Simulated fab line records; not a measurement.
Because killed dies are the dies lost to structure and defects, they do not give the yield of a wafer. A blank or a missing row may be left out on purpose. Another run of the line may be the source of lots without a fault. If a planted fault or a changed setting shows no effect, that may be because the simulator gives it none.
Problem report in the 8D (eight disciplines) form, filled by code | flow sky130 | the parts of the form that need people (team, actions taken, sign-off) are left out

## 1. WHAT WENT WRONG
Wafers without a fault read 3000.0 W, standard deviation 0.53; cathode-dc-power-W at SKY_METAL1_SPUTTER_03 reads a mean of 2712.3 W on 2 wafers belonging to 2 lots. That is -99 or more standard deviations from the usual mean.
The step: material Ti, target thk 5 nm, time 3.3 s.
First observed at day 32 08:59: wafer L404.1, on pvd-sputter-04. Wafers with a number at this step in the record: 36, from 12 lots. Rule for "out" (also "out of limits"): further than 4 standard deviations from the usual mean. The other wafers with a number count as sound.

## 2. WHAT IT IS; WHAT IT IS NOT
question                    | is                 | is not
which readings at this step | cathode-dc-power-W | throttle-valve-pct
which lots                  | L404, L406         | L401, L403, L408, L416, L417, L418, L419, L422, L423, L424
which wafers of those lots  | L404.1, L406.3     | L404.2, L404.6, L406.1, L406.5
read on which tools         | pvd-sputter-04     | pvd-sputter-01, pvd-sputter-02
when                        | from day 32 08:59  | up to then (8 sound wafers); but 26 sound wafers of L406, L408, L416, L417, L418, L419, L422, L423, L424 came after

## 3. THE SUSPECTS, EACH WITH WHAT RULES IT OUT
Counting: if a tool at a process step up to the reading ran every lot that is out, it stays a suspect. Sound lots after the first of them don't rule it out here, since some wafers of a struck lot are sound.
- pvd-sputter-04 at SKY_METAL1_SPUTTER_00 (material Ti, target thk 15 nm, time 10 s): kept. It ran every lot that is out, first L404 (day 32 08:55); its last sound lot up to then is L401 (day 31 01:23).
- pvd-sputter-04 at SKY_METAL1_SPUTTER_02 (material AlCu, target thk 250 nm, time 13.3 s): kept. It ran every lot that is out, first L404 (day 32 08:58); its last sound lot up to then is L401 (day 31 01:26).
- pvd-sputter-04 at SKY_METAL1_SPUTTER_03 (material Ti, target thk 5 nm, time 3.3 s): kept. It ran every lot that is out, first L404 (day 32 08:59); its last sound lot up to then is L401 (day 31 01:28). On those wafers its own readings are out: cathode-dc-power-W.
After the count, these remain: pvd-sputter-04 at SKY_METAL1_SPUTTER_00, pvd-sputter-04 at SKY_METAL1_SPUTTER_02 and pvd-sputter-04 at SKY_METAL1_SPUTTER_03.

## 4. THE CAUSE (what the simulator had put in)
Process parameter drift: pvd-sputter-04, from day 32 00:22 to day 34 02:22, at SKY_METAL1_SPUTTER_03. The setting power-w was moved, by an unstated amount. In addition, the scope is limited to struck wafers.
Of the 3 suspects that counting leaves, this tool is one.

## 5. THE EFFECT CHAIN, in route order
Each row: a reading where the mean over the struck wafers with a number is more than 3 standard deviations away from the usual. Readings are gone through only where the record gives a usual standard deviation; hours: the median, over the lots, of the time from a lot's start at the first step in this table giving one to that lot's start at this step; sigmas: the change measured in usual standard deviations.
hours | step                  | reading            | usual    | on struck wafers | change | sigmas
0     | SKY_METAL1_SPUTTER_03 | cathode-dc-power-W | 3000.0 W | 2712.3           | -287.7 | -99 or more
It contains these process steps:
- SKY_METAL1_SPUTTER_03: material Ti, target thk 5 nm, time 3.3 s.

## 6. HOW IT WOULD HAVE BEEN CAUGHT EARLIER
The fault began at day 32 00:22; the first out-of-limits reading in this record came at day 32 08:59, 9 hours later.
